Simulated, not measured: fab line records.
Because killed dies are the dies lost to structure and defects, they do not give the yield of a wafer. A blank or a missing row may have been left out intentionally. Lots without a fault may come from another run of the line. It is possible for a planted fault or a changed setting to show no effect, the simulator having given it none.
fab line records -- flow sky130
record: lots: 6, wafers: 18, last-day: 50
route steps=708 shown VIA3@582 PAD_OPEN@708
lots with no fault: from the same line, run without faults
start-h: hours from the record's opening day to when the first of the lot's shown wafers began -- wait-h: hours elapsed since this lot's preceding step -- " the same as in the row above -- L1.1+2: a row that stands for several wafers -- - value missing, or start not given -- * or withheld: withheld -- < > ~ a bound
route shown NAME@n: a module of which the file shows steps, and the number in the route of the first -- usual: mean/standard deviation taken from wafers without a fault -- same: alike in all rows -- chamber/n: place in a boat -- sites: each site's reading -- _std_site: how widely they spread, as a standard deviation -- _edge_site: the outer-site mean with the inner-site mean subtracted -- radius-mm: for every site, how far away it sits from the centre of the wafer -- mask NAME#n: copy n -- behind: the last tool/chamber to shape the wafer -- hold: what put the lot on hold/how long, in hours/how the hold closed -- device: names the non-switching transistor (n, p or np) -- end of line: the tests these same wafers got at the end of their route -- a step without rows: its recipe alone -- killed: the dies lost at the first sort to structure and to defects; this is not the yield of the wafer -- map: the dies of a wafer, with x for killed, . for not killed, _ for no die there
set.NAME: setting as actually run; set.NAME@STEP: the setting as run at that earlier step -- model.NAME: the simulator's own value behind a step, which no gauge read
certain route steps with their lots: each step a table, each wafer a row
services: the hour from which a tool's chamber was out of use, counted from the record's first day as start-h (under 0 if before that day), plus the number of hours and why
== steps ==
step: SKY_VIA3_EXPOSE_09
recipe: mask-id: VIM3, na: 0.8, source-shape: annular, sigma-inner: 0.55, sigma-outer: 0.85, target-cd-nm: 200, dose-mj: 38
step: SKY_VIA3_PEB_10
recipe: peb-temp-c: withheld, peb-time-s: withheld, resist: KrF-thick
step: SKY_VIA3_DEVELOP_11
recipe: develop-time-s: 60, resist: KrF-thick, dev-temp-c: 21
step: SKY_VIA3_CD_MEAS_12
recipe: target-cd-nm: 200
usual: cd-nm: 200.0/1.5
lot.wafer,tool,chamber,start-h,wait-h,cd-nm
L578.1,cd-sem-02,-,935.83,-,199.4
L578.4,cd-sem-02,-,935.83,-,200.1
L578.5,cd-sem-02,-,935.83,-,201.7
L582.2,cd-sem-01,-,989.42,-,199.0
L582.4,cd-sem-01,-,989.42,-,200.3
L582.5,cd-sem-01,-,989.42,-,197.8
L591.2,cd-sem-02,-,1031.30,-,201.1
L591.3,cd-sem-02,-,1031.30,-,202.6
L591.4,cd-sem-02,-,1031.30,-,202.4
L592.3,cd-sem-01,-,1039.54,-,200.9
L592.4,cd-sem-01,-,1039.54,-,200.5
L592.5,cd-sem-01,-,1039.54,-,201.4
L597.2,cd-sem-01,-,1070.44,-,199.2
L597.4,cd-sem-01,-,1070.44,-,199.7
L597.5,cd-sem-01,-,1070.44,-,198.9
L599.4,cd-sem-02,-,1077.49,-,198.9
L599.5,cd-sem-02,-,1077.49,-,197.5
L599.6,cd-sem-02,-,1077.49,-,198.6
step: SKY_VIA3_OVL_MEAS_13
usual: VIA3_OVL: 1/5.7
lot.wafer,tool,chamber,start-h,wait-h,VIA3_OVL[nm]
L578.1,overlay-02,-,935.95,0.1,2
L578.4,overlay-02,-,935.95,0.1,-4
L578.5,overlay-02,-,935.95,0.1,10
L582.2,overlay-01,-,989.52,0.1,2
L582.4,overlay-01,-,989.52,0.1,0
L582.5,overlay-01,-,989.52,0.1,4
L591.2,overlay-01,-,1031.41,0.1,-5
L591.3,overlay-01,-,1031.41,0.1,3
L591.4,overlay-01,-,1031.41,0.1,-4
L592.3,overlay-01,-,1039.63,0.1,-3
L592.4,overlay-01,-,1039.63,0.1,2
L592.5,overlay-01,-,1039.63,0.1,-5
L597.2,overlay-01,-,1070.55,0.1,-1
L597.4,overlay-01,-,1070.55,0.1,-1
L597.5,overlay-01,-,1070.55,0.1,2
L599.4,overlay-01,-,1077.57,0.1,2
L599.5,overlay-01,-,1077.57,0.1,2
L599.6,overlay-01,-,1077.57,0.1,-1
step: SKY_VIA3_ETCH_14
recipe: chemistry: N2/H2, target: BARC, ion-energy-ev: 200, source-w: 500, bias-w: 100, pressure-mtorr: 30, n2-flow-sccm: 100, h2-flow-sccm: 200, stop-on: SiO2, time-s: 45.9, target-depth-a: 600
usual: drypump-motor-current-A: 5.6/0.51, oes-product-au: 0.856/0.0043, throttle-valve-pct: 13.224/0.0095
lot.wafer,tool,chamber,start-h,wait-h,drypump-motor-current-A,oes-product-au,rf-hours-counter-h,throttle-valve-pct
L578.1,rie-diel-04,0,935.99,0.0,5.9,0.852,13,13.210
L578.4,rie-diel-04,0,935.99,0.0,5.9,0.860,-,13.222
L578.5,rie-diel-04,2,935.99,0.0,5.5,0.861,-,13.244
L582.2,rie-diel-03,0,989.55,0.0,5.1,0.856,14,13.240
L582.4,rie-diel-03,2,989.55,0.0,5.4,0.854,18,13.221
L582.5,rie-diel-03,2,989.55,0.0,5.4,0.849,-,13.235
L591.2,rie-diel-04,3,1031.44,0.0,6.2,0.858,20,13.222
L591.3,rie-diel-04,2,1031.44,0.0,5.5,0.852,20,13.222
L591.4,rie-diel-04,1,1031.44,0.0,6.3,0.857,21,13.235
L592.3,rie-diel-03,3,1039.65,0.0,4.9,0.853,4,13.222
L592.4,rie-diel-03,0,1039.65,0.0,5.1,0.855,15,13.229
L592.5,rie-diel-03,2,1039.65,0.0,5.4,0.854,-,13.216
L597.2,rie-diel-04,3,1070.58,0.0,6.1,0.855,21,13.219
L597.4,rie-diel-04,2,1070.58,0.0,5.5,0.855,22,13.221
L597.5,rie-diel-04,0,1070.58,0.0,5.8,0.863,-,13.214
L599.4,rie-diel-01,0,1077.59,0.0,4.8,0.852,12,13.222
L599.5,rie-diel-01,0,1077.59,0.0,4.8,0.862,-,13.234
L599.6,rie-diel-01,3,1077.59,0.0,6.3,0.848,-,13.218
step: SKY_VIA3_ETCH_15
recipe: target: SiO2, chemistry: C4F8/O2/Ar, target-depth-nm: 507, stop-on: TiN, mask-material: KrF-thick, source-w: 1500, bias-w: 1200, pressure-mtorr: 40, c4f8-flow-sccm: withheld, O2_flow_sccm: 6, Ar_flow_sccm: 300, time-s: 78
usual: oes-product-au: 0.935/0.0048
lot.wafer,tool,chamber,start-h,wait-h,oes-product-au,rf-hours-counter-h
L578.1,rie-diel-04,0,936.03,0.0,0.936,13
L578.4,rie-diel-04,0,936.03,0.0,0.931,-
L578.5,rie-diel-04,2,936.03,0.0,0.931,-
L582.2,rie-diel-03,0,989.59,0.0,0.932,14
L582.4,rie-diel-03,2,989.59,0.0,0.935,18
L582.5,rie-diel-03,2,989.59,0.0,0.933,-
L591.2,rie-diel-04,3,1031.48,0.0,0.940,20
L591.3,rie-diel-04,2,1031.48,0.0,0.927,20
L591.4,rie-diel-04,1,1031.48,0.0,0.935,21
L592.3,rie-diel-03,3,1039.69,0.0,0.936,4
L592.4,rie-diel-03,0,1039.69,0.0,0.939,15
L592.5,rie-diel-03,2,1039.69,0.0,0.933,-
L597.2,rie-diel-04,3,1070.62,0.0,0.939,21
L597.4,rie-diel-04,2,1070.62,0.0,0.936,22
L597.5,rie-diel-04,0,1070.62,0.0,0.939,-
L599.4,rie-diel-01,0,1077.63,0.0,0.931,12
L599.5,rie-diel-01,0,1077.63,0.0,0.925,-
L599.6,rie-diel-01,3,1077.63,0.0,0.946,-
step: SKY_VIA3_STRIP_16
recipe: chemistry: O2/N2, power-w: 1400, pressure-mtorr: 1500, platen-temp-c: withheld, o2-flow-sccm: 3000, n2-flow-sccm: 300, overash-fraction: 0.5
usual: drypump-motor-current-A: 5.6/0.49, oes-product-au: 0.403/0.0041, strip-time-to-endpoint-s: 4.140/0.018
lot.wafer,tool,chamber,start-h,wait-h,drypump-motor-current-A,oes-product-au,rf-hours-counter-h,strip-time-to-endpoint-s
L578.1,plasma-asher-02,0,936.09,0.0,5.9,0.399,112,4.106
L578.4,plasma-asher-02,0,936.09,0.0,5.8,0.408,-,4.112
L578.5,plasma-asher-02,1,936.09,0.0,6.4,0.410,-,4.148
L582.2,plasma-asher-04,0,989.65,0.0,5.7,0.403,56,4.133
L582.4,plasma-asher-04,0,989.65,0.0,5.7,0.406,-,4.143
L582.5,plasma-asher-04,0,989.65,0.0,5.7,0.399,-,4.176
L591.2,plasma-asher-01,1,1031.54,0.0,5.0,0.402,26,4.122
L591.3,plasma-asher-01,0,1031.54,0.0,6.0,0.409,-,4.145
L591.4,plasma-asher-01,1,1031.54,0.0,5.0,0.403,-,4.113
L592.3,plasma-asher-01,1,1039.79,0.1,4.9,0.398,-,4.149
L592.4,plasma-asher-01,0,1039.79,0.1,6.0,0.410,-,4.138
L592.5,plasma-asher-01,0,1039.79,0.1,6.0,0.402,-,4.138
L597.2,plasma-asher-04,0,1070.68,0.0,5.7,0.403,64,4.121
L597.4,plasma-asher-04,0,1070.68,0.0,5.7,0.402,-,4.141
L597.5,plasma-asher-04,1,1070.68,0.0,5.2,0.405,-,4.127
L599.4,plasma-asher-01,0,1077.72,0.1,6.0,0.400,-,4.145
L599.5,plasma-asher-01,1,1077.72,0.1,4.9,0.409,-,4.130
L599.6,plasma-asher-01,0,1077.72,0.1,6.0,0.407,-,4.151
step: SKY_VIA3_STRIP_17
recipe: chemistry: post-etch-residue-remover, time-s: 1200, temp-c: 72.5
step: SKY_VIA3_CLEAN_18
recipe: chemistry: IPA, time-s: 180, temp-c: 25
step: SKY_VIA3_CLEAN_19
recipe: chemistry: O3/DIW, dry: n2-spin
step: SKY_VIA3_SPUTTER_20
recipe: material: TiN, target-thk-nm: 20, chamber-pressure-pa: 5, power-w: 4000, time-s: 80
usual: throttle-valve-pct: 29.9/1.1
lot.wafer,tool,chamber,start-h,wait-h,throttle-valve-pct
L578.1,pvd-sputter-04,-,936.72,0.0,28.9
L578.4,pvd-sputter-04,-,936.72,0.0,29.8
L578.5,pvd-sputter-04,-,936.72,0.0,29.8
L582.2,pvd-sputter-03,-,990.25,0.0,29.2
L582.4,pvd-sputter-03,-,990.25,0.0,30.2
L582.5,pvd-sputter-03,-,990.25,0.0,29.9
L591.2,pvd-sputter-02,-,1032.13,0.0,31.9
L591.3,pvd-sputter-02,-,1032.13,0.0,29.6
L591.4,pvd-sputter-02,-,1032.13,0.0,30.2
L592.3,pvd-sputter-02,-,1040.35,0.0,30.1
L592.4,pvd-sputter-02,-,1040.35,0.0,29.6
L592.5,pvd-sputter-02,-,1040.35,0.0,31.9
L597.2,pvd-sputter-03,-,1071.28,0.0,29.9
L597.4,pvd-sputter-03,-,1071.28,0.0,28.8
L597.5,pvd-sputter-03,-,1071.28,0.0,30.3
L599.4,pvd-sputter-03,-,1078.32,0.0,29.6
L599.5,pvd-sputter-03,-,1078.32,0.0,28.8
L599.6,pvd-sputter-03,-,1078.32,0.0,30.1
step: SKY_VIA3_CVD_21
recipe: material: W, target-thk-nm: 390, time-s: 117.31, temp-c: 400, pressure-torr: 40
usual: chamber-pressure-Torr: 39.98/0.08, heater-power-outer-w: 520/50, heater-power-w: 873/120
lot.wafer,tool,chamber,start-h,wait-h,chamber-pressure-Torr,heater-power-outer-w,heater-power-w
L578.1,cvd-w-02,0,936.78,0.0,39.95,481,775
L578.4,cvd-w-02,0,936.78,0.0,39.92,470,796
L578.5,cvd-w-02,0,936.78,0.0,39.95,470,766
L582.2,cvd-w-02,0,990.31,0.0,39.95,475,784
L582.4,cvd-w-02,1,990.31,0.0,39.90,588,1007
L582.5,cvd-w-02,0,990.31,0.0,40.15,474,781
L591.2,cvd-w-02,0,1032.19,0.0,-,-,-
L591.3,cvd-w-02,0,1032.19,0.0,-,-,-
L591.4,cvd-w-02,1,1032.19,0.0,-,-,-
L592.3,cvd-w-01,0,1040.45,0.1,-,-,-
L592.4,cvd-w-01,1,1040.45,0.1,-,-,-
L592.5,cvd-w-01,1,1040.45,0.1,-,-,-
L597.2,cvd-w-02,1,1071.35,0.0,39.94,588,1044
L597.4,cvd-w-02,1,1071.35,0.0,39.97,580,1040
L597.5,cvd-w-02,1,1071.35,0.0,39.98,596,1066
L599.4,cvd-w-02,0,1078.39,0.0,39.98,480,778
L599.5,cvd-w-02,1,1078.39,0.0,40.03,589,1041
L599.6,cvd-w-02,0,1078.39,0.0,40.02,479,765
step: SKY_VIA3_RS_MEAS_22
recipe: thk-meas-gauge: four-point-probe, reads: W_of_VIA3_CVD_21+TiN_of_VIA3_SPUTTER_20
usual: VIA3_W_RS: 0.294/0.0032
lot.wafer,tool,chamber,start-h,wait-h,VIA3_W_RS[ohm/sq]
L578.1,film-metro-04,-,936.90,0.1,0.291
L578.4,film-metro-04,-,936.90,0.1,0.293
L578.5,film-metro-04,-,936.90,0.1,0.290
L582.2,film-metro-02,-,990.45,0.1,0.294
L582.4,film-metro-02,-,990.45,0.1,0.297
L582.5,film-metro-02,-,990.45,0.1,0.291
L591.2,film-metro-02,-,1032.34,0.1,59.449
L591.3,film-metro-02,-,1032.34,0.1,58.954
L591.4,film-metro-02,-,1032.34,0.1,58.686
L592.3,film-metro-02,-,1040.57,0.1,57.563
L592.4,film-metro-02,-,1040.57,0.1,58.158
L592.5,film-metro-02,-,1040.57,0.1,58.639
L597.2,film-metro-01,-,1071.49,0.1,0.296
L597.4,film-metro-01,-,1071.49,0.1,0.297
L597.5,film-metro-01,-,1071.49,0.1,0.297
L599.4,film-metro-02,-,1078.53,0.1,0.291
L599.5,film-metro-02,-,1078.53,0.1,0.294
L599.6,film-metro-02,-,1078.53,0.1,0.288
step: SKY_VIA3_THK_MEAS_23
recipe: thk-meas-gauge: xrf, reads: W_of_VIA3_CVD_21
usual: VIA3_W_THK: 394/5
lot.wafer,tool,chamber,start-h,wait-h,VIA3_W_THK[nm]
L578.1,film-metro-04,-,937.02,0.1,396
L578.4,film-metro-04,-,937.02,0.1,391
L578.5,film-metro-04,-,937.02,0.1,397
L582.2,film-metro-02,-,990.56,0.1,396
L582.4,film-metro-02,-,990.56,0.1,393
L582.5,film-metro-02,-,990.56,0.1,401
L591.2,film-metro-02,-,1032.45,0.1,<0
L591.3,film-metro-02,-,1032.45,0.1,-
L591.4,film-metro-02,-,1032.45,0.1,-
L592.3,film-metro-02,-,1040.67,0.1,<0
L592.4,film-metro-02,-,1040.67,0.1,-
L592.5,film-metro-02,-,1040.67,0.1,-
L597.2,film-metro-01,-,1071.60,0.1,390
L597.4,film-metro-01,-,1071.60,0.1,387
L597.5,film-metro-01,-,1071.60,0.1,390
L599.4,film-metro-02,-,1078.62,0.1,396
L599.5,film-metro-02,-,1078.62,0.1,393
L599.6,film-metro-02,-,1078.62,0.1,397
step: SKY_VIA3_CMP_24
recipe: stop-on: SiO2, t-overpolish-s: 20, down-force-psi: 3.5, platen-rpm: 60, target-thk-nm: 0, pad-velocity-m-s: 0.94248
usual: motor-current-A: 10.2/0.99, slurry-filter-dp-kPa: 13.50/0.13, time-to-endpoint-s: 94/3
lot.wafer,tool,chamber,start-h,wait-h,motor-current-A,slurry-filter-dp-kPa,time-to-endpoint-s
L578.1,cmp-02,3,937.13,0.1,10.8,13.43,95
L578.4,cmp-02,1,937.13,0.1,9.7,13.68,94
L578.5,cmp-02,3,937.13,0.1,10.3,13.51,94
L582.4,cmp-01,3,990.71,0.1,10.4,13.45,88
L582.2,cmp-01,0,990.71,0.1,12.3,13.68,93
L582.5,cmp-01,1,990.71,0.1,10.3,13.44,90
L591.2,cmp-01,2,1033.06,0.6,8.5,13.43,5
L591.3,cmp-01,0,1033.06,0.6,12.3,13.35,4
L591.4,cmp-01,1,1033.06,0.6,10.3,13.53,6
L592.4,cmp-01,3,1040.71,0.0,10.1,13.86,6
L592.3,cmp-01,2,1040.71,0.0,8.2,13.51,6
L592.5,cmp-01,0,1040.71,0.0,11.9,13.45,5
L597.4,cmp-01,0,1071.65,0.0,12.6,13.48,96
L597.2,cmp-01,2,1071.65,0.0,9.0,13.45,95
L597.5,cmp-01,1,1071.65,0.0,10.3,13.40,91
L599.4,cmp-01,2,1078.65,0.0,8.4,13.59,97
L599.6,cmp-01,2,1078.65,0.0,8.3,13.55,95
L599.5,cmp-01,3,1078.65,0.0,10.3,13.48,94
step: SKY_PAD_OPEN_PROBE_99
usual: defect-limited-yield: 82.4/1.9, killed_at_M0_to_M3: 44/7.2, killed_at_M4_up: 3.2/1.8, killed-at-contacts: 24/5.4, killed-at-front-end: 15/4, killed-at-other: 0.3/0.56, killed-dies: 87/9.2, killed-on-rim: 17/4, killed-open: 47/7.3, killed-short: 39/5.7, sort_bin_3_pad_short: 0.9/0.45, sort_bin_5_function: 10.6/1.5, sort_bin_6_memory: 6.2/1.1, sort-n-pass: 405/9.2, sort-yield-pct: 82.4/1.9
same: gross-dies: 492, killed-at-back-side: 0, sort_bin_4_leakage[%]: 0, sort_bin_8_speed[%]: 0
lot.wafer,tool,chamber,start-h,wait-h,defect-limited-yield[%],killed_at_M0_to_M3,killed_at_M4_up,killed-at-contacts,killed-at-front-end,killed-at-other,killed-dies,killed-on-rim,killed-open,killed-short,sort_bin_3_pad_short[%],sort_bin_5_function[%],sort_bin_6_memory[%],sort-n-pass,sort-yield-pct[%]
L578.1,prober-02,-,1080.74,0.1,83.5,27,4,32,18,0,81,12,46,35,1.0,10.2,5.3,411,83.5
L578.4,prober-02,-,1080.89,0.2,79.1,48,5,26,24,0,103,18,61,42,0.6,13.8,6.5,389,79.1
L578.5,prober-02,-,1080.94,0.2,80.7,46,4,22,23,0,95,18,49,46,0.6,12.6,6.1,397,80.7
L582.2,prober-02,-,1125.93,0.1,84.3,38,2,24,12,1,77,17,46,31,0.6,10.4,4.7,415,84.3
L582.4,prober-02,-,1126.03,0.2,83.9,36,4,22,16,1,79,15,43,36,0.8,8.9,6.3,413,83.9
L582.5,prober-02,-,1126.08,0.2,79.9,53,3,21,21,1,99,27,53,46,0.4,12.4,7.3,393,79.9
L591.2,prober-01,-,1161.34,0.1,0,443,5,26,18,0,492,96,46,44,2.2,92.7,5.1,0,0
L591.3,prober-01,-,1161.39,0.2,0,449,8,18,17,0,492,96,52,28,0.4,93.5,6.1,0,0
L591.4,prober-01,-,1161.44,0.2,0,451,5,19,16,1,492,96,46,44,0.8,91.9,7.3,0,0
L592.3,prober-02,-,1167.99,0.2,0,459,1,19,13,0,492,96,51,32,1.2,93.7,5.1,0,0
L592.4,prober-02,-,1168.04,0.2,0,454,1,23,14,0,492,96,48,42,0.2,94.3,5.5,0,0
L592.5,prober-02,-,1168.09,0.2,0,449,4,21,17,1,492,96,53,32,0.8,94.1,5.1,0,0
L597.2,prober-01,-,1190.98,0.1,80.3,55,1,33,8,0,97,18,59,38,1.4,12.0,6.3,395,80.3
L597.4,prober-01,-,1191.08,0.2,79.7,54,1,29,16,0,100,19,64,36,1.4,10.8,8.1,392,79.7
L597.5,prober-01,-,1191.13,0.2,79.5,48,4,34,15,0,101,19,61,40,1.2,13.6,5.7,391,79.5
L599.4,prober-01,-,1196.38,0.2,80.5,57,2,25,11,1,96,23,43,51,1.0,12.0,6.5,396,80.5
L599.5,prober-01,-,1196.43,0.2,81.9,44,3,23,19,0,89,13,51,36,0.6,11.6,5.9,403,81.9
L599.6,prober-01,-,1196.48,0.2,82.7,54,1,13,17,0,85,20,42,41,0.6,9.3,7.3,407,82.7
killed by level:class
L578.1 LI_CONTACT:geometric-particle:open=11 FIELD_ISO:geometric-particle:open=7 CONTACT:geometric-particle:open=7 LI_CONTACT:geometric-particle:short=6 CONTACT:geometric-particle:short=6 VIA2:geometric-particle:open=6 VIA1:geometric-particle:open=5 POLY_GATE:geometric-particle:short=4
L578.4 VIA3:geometric-particle:open=12 CONTACT:geometric-particle:open=10 VIA1:geometric-particle:open=10 METAL2:geometric-particle:short=8 VIA2:geometric-particle:open=7 FIELD_ISO:geometric-particle:open=6 POLY_GATE:geometric-particle:open=6 FIELD_ISO:geometric-particle:short=5
L578.5 VIA1:geometric-particle:open=15 CONTACT:geometric-particle:open=10 POLY_GATE:geometric-particle:short=8 FIELD_ISO:geometric-particle:short=6 METAL2:geometric-particle:short=6 LOCAL_INTERCONNECT:geometric-particle:short=5 FIELD_ISO:geometric-particle:open=4 VIA1:geometric-particle:short=4
L582.2 VIA1:geometric-particle:open=13 CONTACT:geometric-particle:open=11 VIA1:geometric-particle:short=7 LI_CONTACT:geometric-particle:open=5 FIELD_ISO:geometric-particle:open=4 VIA3:geometric-particle:open=4 METAL1:geometric-particle:short=4 LOCAL_INTERCONNECT:geometric-particle:short=4
L582.4 VIA3:geometric-particle:open=11 VIA1:geometric-particle:open=9 LOCAL_INTERCONNECT:geometric-particle:short=6 CONTACT:geometric-particle:open=5 METAL1:geometric-particle:short=5 FIELD_ISO:geometric-particle:open=4 CONTACT:geometric-particle:short=4 METAL4:geometric-particle:short=4
L582.5 VIA1:geometric-particle:open=11 VIA3:geometric-particle:open=10 LI_CONTACT:geometric-particle:open=8 FIELD_ISO:geometric-particle:open=7 VIA2:geometric-particle:open=7 CONTACT:geometric-particle:short=6 VIA3:geometric-particle:short=6 VIA2:geometric-particle:short=5
L591.2 VIA3:area-cvd=402 LI_CONTACT:geometric-particle:open=9 METAL1:geometric-particle:short=8 VIA2:geometric-particle:open=7 CONTACT:geometric-particle:short=6 CONTACT:geometric-particle:open=5 VIA1:geometric-particle:open=5 VIA3:geometric-particle:open=5
L591.3 VIA3:area-cvd=412 CONTACT:geometric-particle:open=9 VIA1:geometric-particle:open=9 METAL1:geometric-particle:open=6 LI_CONTACT:geometric-particle:open=5 METAL4:geometric-particle:short=5 VIA3:geometric-particle:open=5 FIELD_ISO:geometric-particle:short=4
L591.4 VIA3:area-cvd=401 VIA1:geometric-particle:open=18 METAL1:geometric-particle:short=7 POLY_GATE:geometric-particle:short=6 CONTACT:geometric-particle:open=6 VIA2:geometric-particle:open=5 METAL2:geometric-particle:short=5 POLY_GATE:geometric-particle:open=4
L592.3 VIA3:area-cvd=409 VIA1:geometric-particle:open=14 CONTACT:geometric-particle:open=8 VIA1:geometric-particle:short=7 VIA2:geometric-particle:open=7 POLY_GATE:geometric-particle:open=6 METAL2:geometric-particle:short=5 VIA3:geometric-particle:open=5
L592.4 VIA3:area-cvd=402 VIA1:geometric-particle:open=12 CONTACT:geometric-particle:open=8 VIA2:geometric-particle:open=8 METAL2:geometric-particle:short=7 LI_CONTACT:geometric-particle:open=6 VIA1:geometric-particle:short=5 FIELD_ISO:geometric-particle:open=4
L592.5 VIA3:area-cvd=407 CONTACT:geometric-particle:open=13 VIA1:geometric-particle:open=10 POLY_GATE:geometric-particle:open=7 METAL2:geometric-particle:short=7 VIA2:geometric-particle:open=6 VIA3:geometric-particle:short=5 LI_CONTACT:geometric-particle:open=5
L597.2 VIA1:geometric-particle:open=19 CONTACT:geometric-particle:open=11 LI_CONTACT:geometric-particle:open=9 VIA3:geometric-particle:open=8 METAL2:geometric-particle:short=6 VIA2:geometric-particle:open=5 LI_CONTACT:geometric-particle:short=5 LOCAL_INTERCONNECT:geometric-particle:short=5
L597.4 VIA1:geometric-particle:open=17 CONTACT:geometric-particle:open=13 METAL2:geometric-particle:short=10 LI_CONTACT:geometric-particle:open=9 VIA3:geometric-particle:open=6 CONTACT:geometric-particle:short=5 METAL1:geometric-particle:short=5 VIA2:geometric-particle:open=5
L597.5 VIA1:geometric-particle:open=15 CONTACT:geometric-particle:open=14 VIA2:geometric-particle:open=9 LOCAL_INTERCONNECT:geometric-particle:short=8 LI_CONTACT:geometric-particle:open=5 METAL2:geometric-particle:short=5 FIELD_ISO:geometric-particle:open=3 SPACER:geometric-particle:open=3
L599.4 METAL1:geometric-particle:short=16 VIA1:geometric-particle:open=12 CONTACT:geometric-particle:open=9 LI_CONTACT:geometric-particle:open=7 VIA3:geometric-particle:open=7 CONTACT:geometric-particle:short=6 METAL2:geometric-particle:short=6 VIA3:geometric-particle:short=6
L599.5 VIA3:geometric-particle:open=13 VIA1:geometric-particle:open=8 FIELD_ISO:geometric-particle:open=6 CONTACT:geometric-particle:open=6 LI_CONTACT:geometric-particle:open=6 CONTACT:geometric-particle:short=6 METAL2:geometric-particle:short=5 VIA3:geometric-particle:short=5
L599.6 VIA1:geometric-particle:open=10 VIA3:geometric-particle:open=10 METAL2:geometric-particle:short=7 VIA1:geometric-particle:short=7 CONTACT:geometric-particle:open=6 METAL1:geometric-particle:short=5 FIELD_ISO:geometric-particle:short=4 CONTACT:geometric-particle:short=4
map L591.2 (x killed, . not)
__________xxxxxxxxxx_________
________xxxxxxxxxxxxxx_______
______xxxxxxxxxxxxxxxxxx_____
_____xxxxxxxxxxxxxxxxxxxx____
____xxxxxxxxxxxxxxxxxxxxxx___
___xxxxxxxxxxxxxxxxxxxxxxxx__
__xxxxxxxxxxxxxxxxxxxxxxxxxx_
_xxxxxxxxxxxxxxxxxxxxxxxxxxxx
_xxxxxxxxxxxxxxxxxxxxxxxxxxxx
_xxxxxxxxxxxxxxxxxxxxxxxxxxxx
_xxxxxxxxxxxxxxxxxxxxxxxxxxxx
_xxxxxxxxxxxxxxxxxxxxxxxxxxxx
_xxxxxxxxxxxxxxxxxxxxxxxxxxxx
_xxxxxxxxxxxxxxxxxxxxxxxxxxxx
_xxxxxxxxxxxxxxxxxxxxxxxxxxxx
__xxxxxxxxxxxxxxxxxxxxxxxxxx_
___xxxxxxxxxxxxxxxxxxxxxxxx__
____xxxxxxxxxxxxxxxxxxxxxx___
_____xxxxxxxxxxxxxxxxxxxx____
______xxxxxxxxxxxxxxxxxx_____
________xxxxxxxxxxxxxx_______
__________xxxxxxxxxx_________
map L592.3 (x killed, . not)
__________xxxxxxxxxx_________
________xxxxxxxxxxxxxx_______
______xxxxxxxxxxxxxxxxxx_____
_____xxxxxxxxxxxxxxxxxxxx____
____xxxxxxxxxxxxxxxxxxxxxx___
___xxxxxxxxxxxxxxxxxxxxxxxx__
__xxxxxxxxxxxxxxxxxxxxxxxxxx_
_xxxxxxxxxxxxxxxxxxxxxxxxxxxx
_xxxxxxxxxxxxxxxxxxxxxxxxxxxx
_xxxxxxxxxxxxxxxxxxxxxxxxxxxx
_xxxxxxxxxxxxxxxxxxxxxxxxxxxx
_xxxxxxxxxxxxxxxxxxxxxxxxxxxx
_xxxxxxxxxxxxxxxxxxxxxxxxxxxx
_xxxxxxxxxxxxxxxxxxxxxxxxxxxx
_xxxxxxxxxxxxxxxxxxxxxxxxxxxx
__xxxxxxxxxxxxxxxxxxxxxxxxxx_
___xxxxxxxxxxxxxxxxxxxxxxxx__
____xxxxxxxxxxxxxxxxxxxxxx___
_____xxxxxxxxxxxxxxxxxxxx____
______xxxxxxxxxxxxxxxxxx_____
________xxxxxxxxxxxxxx_______
__________xxxxxxxxxx_________
== services ==
tool,chamber,start-h,hours,kind
cmp-01,-,912.13,4.0,pm
cmp-01,-,916.13,-,consumable-replace:conditioner
rie-diel-01,-,916.71,4.3,pm
cvd-w-01,0,923.48,4.7,repair
pvd-sputter-04,-,923.77,2.0,repair
cmp-01,-,928.51,1.8,repair
pvd-sputter-03,-,930.74,1.1,repair
rie-diel-01,1,944.63,5.4,repair
cmp-02,-,944.85,2.2,repair
cvd-w-01,1,956.15,1.9,repair
cmp-01,-,956.91,4.2,pm
cmp-01,-,965.56,3.6,repair
plasma-asher-01,-,986.18,2.8,pm
plasma-asher-02,-,992.32,0.6,repair
rie-diel-03,0,997.67,10.1,repair
cvd-w-01,-,999.65,6.0,pm
rie-diel-01,1,1004.25,10.0,repair
rie-diel-04,2,1010.83,4.7,repair
cmp-02,-,1019.46,16.0,pm
cmp-02,-,1035.44,6.1,pm
plasma-asher-02,-,1055.25,9.0,pm
cmp-02,-,1057.79,0.3,repair
pvd-sputter-02,-,1060.02,3.7,repair
pvd-sputter-04,-,1075.36,3.0,repair
== key ==
first-sign: step: SKY_VIA3_CVD_21, reading: tool-record, direction: missing
effect: step: SKY_VIA3_RS_MEAS_22, reading: VIA3_W_RS, direction: up, sigmas: 99+, usual: 0.294, struck: 58.575
effect: step: SKY_VIA3_THK_MEAS_23, reading: VIA3_W_THK, direction: missing
effect: step: SKY_VIA3_CMP_24, reading: time-to-endpoint-s, direction: down, sigmas: 30, usual: *, struck: *
effect: step: SKY_PAD_OPEN_PROBE_99, reading: sort_bin_5_function, direction: up, sigmas: 56, usual: 10.6, struck: 93.4
more-kills-born-at: SKY_VIA3_CVD_21@cvd-w-01: 1215, SKY_VIA3_CVD_21@cvd-w-02: 1211
met-at SKY_VIA3_CVD_21
struck-wafers L591.2,L591.3,L591.4,L592.3,L592.4,L592.5
later-rows-left-out L591.2,L591.3,L591.4,L592.3,L592.4,L592.5
onset-between 990.31 1032.19
fault: kind: skipped-step-whole, tool: cvd-w-01,cvd-w-02, chamber: -, onset-h: 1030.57, steps: SKY_VIA3_CVD_21, scope: struck-lots-only
later-rows-left-out: the simulator's readings of these wafers behind a module that went badly wrong aren't trusted and aren't shown, but for the sort
